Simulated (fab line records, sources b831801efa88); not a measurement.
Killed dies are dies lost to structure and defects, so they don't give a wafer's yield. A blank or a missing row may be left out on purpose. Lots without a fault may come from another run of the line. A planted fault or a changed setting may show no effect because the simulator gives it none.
One fault seen from 2 desks | flow sky130 | each desk has only its own numbers; what lay behind them comes last

THE METROLOGY DESK
What the gauges read, lot by lot, whatever tool the lot ran on: means of the sampled wafers that have a number. A lot is out of limits, marked OUT, if its mean lies more than 4 standard deviations from the usual mean; the brackets give that distance.
Columns: A = cd_nm at SKY_VIA1_CD_MEAS_12, usual 149.8 nm
lot  | first seen here | A
L104 | day 33 22:49    | 151.3
L107 | day 35 02:22    | 148.4
L112 | day 36 12:42    | 149.5
L114 | day 37 11:43    | 151.6
L116 | day 37 16:25    | 149.8
L117 | day 38 10:23    | 148.3
L118 | day 38 17:26    | 151.3
L119 | day 39 04:10    | 147.3
L120 | day 39 04:52    | 146.7
L125 | day 40 10:20    | 149.4
L126 | day 41 14:35    | 151.3
L127 | day 41 15:32    | 151.9
This desk's finding: nothing out of limits on any of the 12 lots.

THE TOOL OWNER'S DESK: litho_track-04
The tool's own readings at SKY_METAL2_COAT_09 (resist thk 60 nm): means of the sampled wafers that have a number, for each lot that ran on this tool. A lot is out of limits, marked OUT, if its mean lies more than 4 standard deviations from the usual mean; the brackets give that distance.
Columns: A = spin_speed_rpm at SKY_METAL2_COAT_09, usual 2999.8 rpm
lot  | first seen here | A
L104 | day 34 12:58    | 3002.1
L114 | day 38 02:17    | 2996.9
L116 | day 38 07:13    | 2996.0
L117 | day 39 00:04    | 3105.7 (+53) OUT
L118 | day 39 07:23    | 3107.6 (+54) OUT
L120 | day 39 18:40    | 3105.7 (+53) OUT
This desk's finding: out of limits on L117, L118, L120; first on L117, day 39 00:04 (spin_speed_rpm at SKY_METAL2_COAT_09). In limits: L104, L114, L116.

PUT TOGETHER
The tool owner's desk could have raised an alarm at day 39 00:04, on L117, L118, L120.
The metrology desk saw nothing out of limits.
The metrology desk has L117, L118, L120 on record, within its limits.
Of the lots named, all ran SKY_METAL2_COAT_09 on litho_track-04.

WHAT THE SIMULATOR HAD PUT IN
Process parameter drift: litho_track-04, from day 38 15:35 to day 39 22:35, at SKY_METAL2_COAT_09. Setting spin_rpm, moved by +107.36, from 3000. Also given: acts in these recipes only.
Lots struck among those shown: L117, L118, L120.
Hours from the fault's start to each desk's first reading out of limits: the tool owner's desk, 8.
